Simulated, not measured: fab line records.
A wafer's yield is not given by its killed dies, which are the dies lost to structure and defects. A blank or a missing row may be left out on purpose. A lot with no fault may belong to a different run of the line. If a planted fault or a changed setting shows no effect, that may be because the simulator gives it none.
Shared-tool check | flow sky130 | 12 lots and 36 wafers in the sample

## REASON IT WAS OPENED
Of 12 lots, 3 have the reading SD_P_RS flagged at SKY_SD_N_RS_MEAS_17. No-fault wafers: 147.0 ohm/sq, standard deviation 0.45.
Rule: a lot is flagged in two cases, either no wafer of it has a number, or all its wafers with numbers fall more than 4 standard deviations from that mean. The other lots count as sound.

lot  | measured     | on            | SD_P_RS (ohm/sq), wafer by wafer | flag
L313 | day 30 00:31 | film_metro-01 | 146.7 146.7 146.9                |
L314 | day 31 03:40 | film_metro-03 | 146.8 147.1 147.3                |
L317 | day 31 12:52 | film_metro-03 | 146.8 146.7 146.9                |
L318 | day 32 05:59 | film_metro-01 | 146.7 146.4 146.5                |
L319 | day 32 11:11 | film_metro-01 | 146.5 146.9 146.8                |
L322 | day 33 11:09 | film_metro-03 | 147.0 147.3 147.2                |
L325 | day 34 00:33 | film_metro-04 | 150.3 150.8 150.0                | FLAGGED
L324 | day 34 05:40 | film_metro-03 | 149.6 149.2 150.0                | FLAGGED
L327 | day 34 18:28 | film_metro-01 | 149.1 149.2 148.8                | FLAGGED
L328 | day 34 22:09 | film_metro-01 | 146.8 147.4 146.7                |
L329 | day 35 02:58 | film_metro-04 | 147.2 147.3 147.2                |
L332 | day 36 03:02 | film_metro-01 | 146.7 147.1 147.1                |
The mean of the flagged lots' numbers is 149.7 ohm/sq, +2.7 ohm/sq from the usual (+6 standard deviations).

## WHICH TOOL RAN EACH LOT
The record holds 2 process steps before the reading, out of a route of 708 steps. Read each cell as the tool, then ch plus the chambers that the sampled wafers visited, then the start.
lot  | flag    | SKY_POLY_CUT_ETCH_10               | SKY_SD_P_IMPLANT_09
L313 |         | rie_diel-04 ch 0,2,3, day 26 07:58 | implanter-02 ch 0, day 27 13:37
L314 |         | rie_diel-03 ch 1,2,3, day 27 11:52 | implanter-04 ch 0, day 28 17:15
L317 |         | rie_diel-02 ch 1,3, day 27 23:58   | implanter-01 ch 0, day 29 04:09
L318 |         | rie_diel-02 ch 0,2, day 28 14:27   | implanter-01 ch 0, day 29 20:49
L319 |         | rie_diel-02 ch 0,1,2, day 28 20:45 | implanter-04 ch 0, day 30 01:39
L322 |         | rie_diel-03 ch 0,1,2, day 29 22:56 | implanter-01 ch 0, day 31 03:02
L325 | FLAGGED | rie_diel-04 ch 1,3, day 30 14:35   | implanter-01 ch 0, day 31 18:20
L324 | FLAGGED | rie_diel-03 ch 2,3, day 30 18:05   | implanter-01 ch 0, day 31 22:30
L327 | FLAGGED | rie_diel-02 ch 0,2, day 31 07:27   | implanter-01 ch 0, day 32 12:00
L328 |         | rie_diel-03 ch 0,3, day 31 11:11   | implanter-02 ch 0, day 32 15:07
L329 |         | rie_diel-02 ch 0,1,2, day 31 17:22 | implanter-02 ch 0, day 32 20:39
L332 |         | rie_diel-04 ch 1,3, day 32 17:31   | implanter-02 ch 0, day 33 20:22
What is done by these steps:
- SKY_POLY_CUT_ETCH_10: etches BARC in N2/H2, stops on SiO2, time 45.9 s, target depth 60 nm.
- SKY_SD_P_IMPLANT_09
- SKY_SD_N_RS_MEAS_17: measures by four-point-probe.

## FLAGGED OVER TOTAL, TOOL BY TOOL (the gauges that took the reading come last)
step                 | tool          | lots run | flagged | share of the flagged lots | sound lots run after its first flagged lot
SKY_POLY_CUT_ETCH_10 | rie_diel-02   | 5        | 1       | some                      | 1 (L329)
SKY_POLY_CUT_ETCH_10 | rie_diel-03   | 4        | 1       | some                      | 1 (L328)
SKY_POLY_CUT_ETCH_10 | rie_diel-04   | 3        | 1       | some                      | 1 (L332)
SKY_SD_P_IMPLANT_09  | implanter-01  | 6        | 3       | all                       | 0
SKY_SD_P_IMPLANT_09  | implanter-02  | 4        | 0       | none                      | -
SKY_SD_P_IMPLANT_09  | implanter-04  | 2        | 0       | none                      | -
SKY_SD_N_RS_MEAS_17  | film_metro-01 | 6        | 1       | some                      | 2 (L328,L332)
SKY_SD_N_RS_MEAS_17  | film_metro-03 | 4        | 1       | some                      | 0
SKY_SD_N_RS_MEAS_17  | film_metro-04 | 2        | 1       | some                      | 1 (L329)

## THE TABLE: WHAT IT ALLOWS
All flagged lots share 1 row of the table, namely implanter-01 at SKY_SD_P_IMPLANT_09.
- implanter-01 at SKY_SD_P_IMPLANT_09 ran 6 lots, 3 of them flagged. It ran its last sound lot, L322, at day 31 03:02 and its first flagged lot, L325, at day 31 18:20: a fault with its onset between the two fits. Its own readings lie more than 4 standard deviations out on every wafer of the flagged lots: beam_energy_keV.
What remains is a single tool, implanter-01 at SKY_SD_P_IMPLANT_09.

## WHAT WAS PUT IN BY THE SIMULATOR
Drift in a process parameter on implanter-01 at SKY_SD_P_IMPLANT_09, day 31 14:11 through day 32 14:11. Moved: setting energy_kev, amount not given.
Lots struck among those shown: L325, L324, L327. The rule given above showed the same thing.
